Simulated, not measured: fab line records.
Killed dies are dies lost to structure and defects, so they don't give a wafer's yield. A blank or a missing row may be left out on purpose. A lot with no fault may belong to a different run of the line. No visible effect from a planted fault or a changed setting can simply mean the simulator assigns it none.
Code-filled problem report in 8D (eight disciplines) form    flow gf180mcu    the parts of the form that need people (team, actions taken, sign-off) are left out

1. THE ISSUE
Wafers free of any fault read 46.19 ohm/sq (standard deviation 0.1) for NSD_RS at GF_PSD_RS_MEAS_14, against a mean of 48.38 ohm/sq on 6 wafers of 2 lots. Measured from the usual mean, that is +22 standard deviations.
The step: measures by four-point-probe.
Seen first at day 18 15:22 on filmMetro-04, wafer L222.1. The record has a number at this step for 36 wafers belonging to 12 lots. By rule, "out" or "out of limits" means more than 4 standard deviations away from the usual mean. All remaining wafers that have a number are taken as sound.

2. WHAT IT IS; WHAT IT IS NOT
question                     is                      is not
which readings at this step  NSD_RS                  -
which lots                   L222, L223              L210, L211, L212, L214, L216, L229, L230, L231, L232, L233
which wafers of those lots   all that have a number  -
read on which gauges         filmMetro-04            filmMetro-01, filmMetro-03
when                         from day 18 15:22       up to then (15 sound wafers); but 15 sound wafers of L229, L230, L231, L232, L233 came after

3. THE SUSPECTS, EACH WITH WHAT RULES IT OUT
Counting: any tool at a process step up to the reading is kept as a suspect provided that every lot that is out went through it and no sound lot did after the first of them.
- ruled out: the gauge at GF_PSD_RS_MEAS_14. All the wafers that are out were read on filmMetro-04, but those of them that GF_NSD_IMPLANT_09 has rows for are out there too, on other tools.
- implanter-03 at GF_NSD_IMPLANT_09: kept. All lots that are out passed through it, beginning with L222 at day 17 15:21, and no sound lot followed; its final sound lot before that point was L216 at day 15 10:13. Its own beamEnergyKeV readings are out on those wafers.
- plasmaAsher-04 at GF_NSD_STRIP_11 (strips in O2/N2): ruled out as a lasting fault. The sound lots L232 went through it after L222, its earliest lot that is out (day 17 15:39).
The count leaves implanter-03 at GF_NSD_IMPLANT_09.

4. THE CAUSE (what the simulator had put in)
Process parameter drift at GF_NSD_IMPLANT_09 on implanter-03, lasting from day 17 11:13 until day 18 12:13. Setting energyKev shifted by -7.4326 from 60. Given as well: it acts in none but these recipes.
The count eliminated every tool but this one.

5. SEQUENCE OF EFFECTS, ordered by route
Each row: a reading whose mean over the struck wafers that have a number lies more than 3 standard deviations from the usual. Readings are gone through only where the record gives a usual standard deviation; hours: the median, over the lots, of the time from a lot's start at the first step in this table giving one to that lot's start at this step; sigmas: the change measured in usual standard deviations.
hours  step               reading               usual         on struck wafers  change  sigmas
0      GF_NSD_IMPLANT_09  beamEnergyKeV         60.001        52.569            -7.432  -99 or more
0      GF_NSD_STRIP_11    stripTimeToEndpointS  22.96 s       22.00             -0.96   -25
25     GF_PSD_RS_MEAS_14  NSD_RS                46.19 ohm/sq  48.38             +2.19   +22
It contains these process steps:
- GF_NSD_IMPLANT_09
- GF_NSD_STRIP_11: strips in O2/N2.
At these later measuring or inspecting steps, every struck wafer for which the step has a row has a number for every such reading, and none has moved that far: GF_SAB_OVL_MEAS_10, GF_V1_BOW_MEAS_05.

6. HOW IT WOULD HAVE BEEN CAUGHT EARLIER
28 hours passed between the start of the fault at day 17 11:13 and the first reading out of limits at a measuring or inspecting step in this record, taken at day 18 15:22.
The tool's own readings at GF_NSD_IMPLANT_09 were out on every struck wafer that the step has a row for (beamEnergyKeV): an alarm limit on them would have fired on the first of those.
By day 18 15:22, every lot that is out (2) had started GF_NSD_IMPLANT_09 on implanter-03. None of them would have been spared by holding the tool at that moment.
